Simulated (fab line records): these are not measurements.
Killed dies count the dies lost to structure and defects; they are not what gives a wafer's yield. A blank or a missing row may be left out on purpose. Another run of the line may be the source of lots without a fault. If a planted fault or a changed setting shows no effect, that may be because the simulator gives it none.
Comparing a struck lot with a sound one | flow sfq_line | 41 steps out of a route of 325
Sound: wafers L116.2, L116.5, L116.6. The struck wafers were L102.2, L102.3, L102.6. The cause is named last.
Per side, at each step with rows, come the tool, then ch with its chambers, and then its first start. Under that, the readings that differ: sound wafers | struck wafers | difference of the means | sigmas: that difference in standard deviations of wafers without a fault.
alike: a reading whose means differ by less than 2 such deviations, as well as words and numbers matching on both sides. not compared: withheld readings; readings where some wafer has no value; bounds like >300 that might hide an equal value; numbers whose values overlap and for which the record gives no deviation.
The two part at a step that has a row with sigmas, a row that says differs or no value, or rows on one side only. Numbers that don't overlap but have no deviation are shown without sigmas and don't part them. Lack of a reading on every wafer of one side parts them only where that side has two or more wafers.

first, 1 step without rows for these wafers: SFQ_TRILAYER_M4_DEP_PRE_CLEAN_092 (time 22.5 s).
SFQ_TRILAYER_M4_DEP_SPUTTER_091: material Nb, target thk 200 nm, time 133.3 s.
  struck on pvd_sputter-06, day 34 23:14; sound on pvd_sputter-05, day 40 13:31
  alike: substrate_temp_c, throttle_valve_pct
SFQ_M4_RS_MEAS_924: the measuring method here is four-point-probe.
  struck on film_metro-01, day 34 23:22; sound on film_metro-01, day 40 13:38
  alike: M4_NB_RS
then, 6 steps without rows for these wafers: SFQ_TRILAYER_M4_LITHO_COAT_098 (resist thk 62 nm); SFQ_TRILAYER_M4_LITHO_COAT_093 (resist thk 600 nm); SFQ_TRILAYER_M4_LITHO_SOFTBAKE_097; SFQ_TRILAYER_M4_LITHO_EXPOSE_094 (exposes mask M4, target cd 500 nm); SFQ_TRILAYER_M4_LITHO_PEB_096 (peb time 60 s); SFQ_TRILAYER_M4_LITHO_DEVELOP_095 (time 60 s).
-- the record jumps here: 3 days lie between the struck wafers' starts before and after --
SFQ_M4_OVL_MEAS_926:
  struck on overlay-02, day 37 19:58; sound on overlay-01, day 42 12:13
  alike: M4_OVL
then, 1 step without rows for these wafers: SFQ_TRILAYER_M4_BARC_OPEN_METAL_ETCH_123 (etches BARC in O2, target depth 125 nm, time 41.7 s).
SFQ_TRILAYER_M4_ETCH_METAL_ETCH_096: etches Nb in Cl2/Ar, stops on SiO2, target depth 240 nm, time 120 s.
  sound on rie_metal-02 ch 0, day 42 12:27; struck on rie_metal-04 ch 0,1, day 37 20:03
  no value came back on the struck wafers for bias_w (W), chamber_pressure_mTorr (mTorr), drypump_motor_current_A (A), oes_product_au (a.u.); on the sound wafers bias_w (W) reads 79.97 80.44 79.68
  reading                                             | sound             | struck            | difference | sigmas
  model.KrF_of_TRILAYER_M4_LITHO_COAT_093.thk_nm (nm) | 383.8 383.8 383.8 | 527.7 525.5 525.4 | +142.4     |
  not compared: rf_hours_counter_h
then, 4 steps without rows for these wafers: SFQ_TRILAYER_M4_STRIP_STRIP_097 (strips in O2); SFQ_TRILAYER_M4_STRIP_SOLV_CLEAN_098 (cleans in NMP, time 600 s); SFQ_TRILAYER_I4_DEP_PECVD_099 (deposits SiO2 from SiH4/N2O, time 111.11 s, target thk 500 nm); SFQ_TRILAYER_I4_CMP_CMP_100 (polishes SiO2).
-- the record jumps here: 2 days lie between the struck wafers' starts before and after --
SFQ_I4_BOW_MEAS_927:
  struck on film_metro-03, day 40 01:01; sound on film_metro-01, day 44 23:54
  alike: I4_BOW
then, 7 steps without rows for these wafers: SFQ_TRILAYER_I4_METRO_MEASURE_101; SFQ_TRILAYER_I4_VIA_LITHO_COAT_108 (resist thk 62 nm); SFQ_TRILAYER_I4_VIA_LITHO_COAT_103 (resist thk 650 nm); SFQ_TRILAYER_I4_VIA_LITHO_SOFTBAKE_107; SFQ_TRILAYER_I4_VIA_LITHO_EXPOSE_104 (exposes mask I4, target cd 700 nm); SFQ_TRILAYER_I4_VIA_LITHO_PEB_106 (peb time 60 s); SFQ_TRILAYER_I4_VIA_LITHO_DEVELOP_105 (time 60 s).
-- the record jumps here: 3 days lie between the struck wafers' starts before and after --
SFQ_I4_OVL_MEAS_928:
  struck on overlay-02, day 43 00:32; sound on overlay-02, day 48 01:10
  alike: I4_OVL
then, 1 step without rows for these wafers: SFQ_TRILAYER_I4_VIA_BARC_OPEN_VIA_ETCH_146 (etches BARC in O2, target depth 125 nm, time 41.7 s).
SFQ_TRILAYER_I4_VIA_ETCH_VIA_ETCH_106: etches SiO2 in CHF3, stops on Nb, target depth 260 nm.
  sound on rie_diel-01 ch 2,3, day 48 01:14; struck on rie_diel-01 ch 0,1,2, day 43 00:36
  alike: bias_w, chamber_pressure_mTorr, drypump_motor_current_A, oes_product_au
then, 3 steps without rows for these wafers: SFQ_TRILAYER_I4_VIA_STRIP_STRIP_107 (strips in O2); SFQ_TRILAYER_I4_VIA_STRIP_SOLV_CLEAN_108 (cleans in NMP, time 600 s); SFQ_TRILAYER_JJ_TRILAYER_DEP_PRE_CLEAN_113 (time 22.5 s).
SFQ_TRILAYER_JJ_TRILAYER_DEP_SPUTTER_109: material Nb, target thk 150 nm, time 100 s.
  struck on pvd_sputter-03, day 43 02:07; sound on pvd_sputter-06, day 48 02:10
  reading                | sound          | struck         | difference | sigmas
  throttle_valve_pct (%) | 29.7 28.1 29.6 | 30.9 31.0 29.7 | +1.4       | +2
  alike: substrate_temp_c
SFQ_TRILAYER_JJ_TRILAYER_DEP_SPUTTER_110: material Al, target thk 8 nm, time 10 s.
  struck on pvd_sputter-03, day 43 02:11; sound on pvd_sputter-06, day 48 02:14
  reading                | sound          | struck         | difference | sigmas
  throttle_valve_pct (%) | 30.0 28.5 29.7 | 31.0 31.3 29.8 | +1.3       | +2
then, 1 step without rows for these wafers: SFQ_TRILAYER_JJ_TRILAYER_DEP_AL_OXIDATION_111 (oxidation time 600 s).
SFQ_TRILAYER_JJ_TRILAYER_DEP_SPUTTER_112: material Nb, target thk 170 nm, time 113.3 s.
  struck on pvd_sputter-03, day 43 06:54; sound on pvd_sputter-06, day 48 03:15
  reading                | sound             | struck            | difference | sigmas
  substrate_temp_c (C)   | 19.98 20.28 20.13 | 19.90 19.76 19.99 | -0.25      | -2
  throttle_valve_pct (%) | 30.0 28.4 29.8    | 31.1 31.5 29.9    | +1.4       | +2
SFQ_JJ_RS_MEAS_929: the measuring method here is four-point-probe.
  struck on film_metro-04, day 43 07:00; sound on film_metro-03, day 48 03:21
  alike: JJ_NB_RS
then, 5 steps without rows for these wafers: SFQ_TRILAYER_JJ_CE_LITHO_COAT_119 (resist thk 62 nm); SFQ_TRILAYER_JJ_CE_LITHO_COAT_114 (resist thk 600 nm); SFQ_TRILAYER_JJ_CE_LITHO_SOFTBAKE_118; SFQ_TRILAYER_JJ_CE_LITHO_EXPOSE_115 (exposes mask J5, target cd 700 nm); SFQ_TRILAYER_JJ_CE_LITHO_PEB_117 (peb time 60 s).
-- the record jumps here: 27 days lie between the struck wafers' starts before and after --
SFQ_M8_BOW_MEAS_951:
  struck on film_metro-04, day 70 03:06; sound on film_metro-01, day 78 15:49
  reading                       | sound    | struck | difference | sigmas
  model.etest.m4.comb_log10_ohm | 12 12 12 | 0 0 0  | -12        |
  alike: M8_BOW

WHERE THEY PART
First at SFQ_TRILAYER_M4_ETCH_METAL_ETCH_096; last, within this record, at SFQ_TRILAYER_JJ_TRILAYER_DEP_SPUTTER_112. Later steps at which nothing parts them and some readings are alike: SFQ_JJ_RS_MEAS_929, SFQ_M8_BOW_MEAS_951.

WHY: whatever the simulator had introduced
Skipped step whole: rie_metal-04, from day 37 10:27 on, at SFQ_TRILAYER_M4_ETCH_METAL_ETCH_096. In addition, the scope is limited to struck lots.
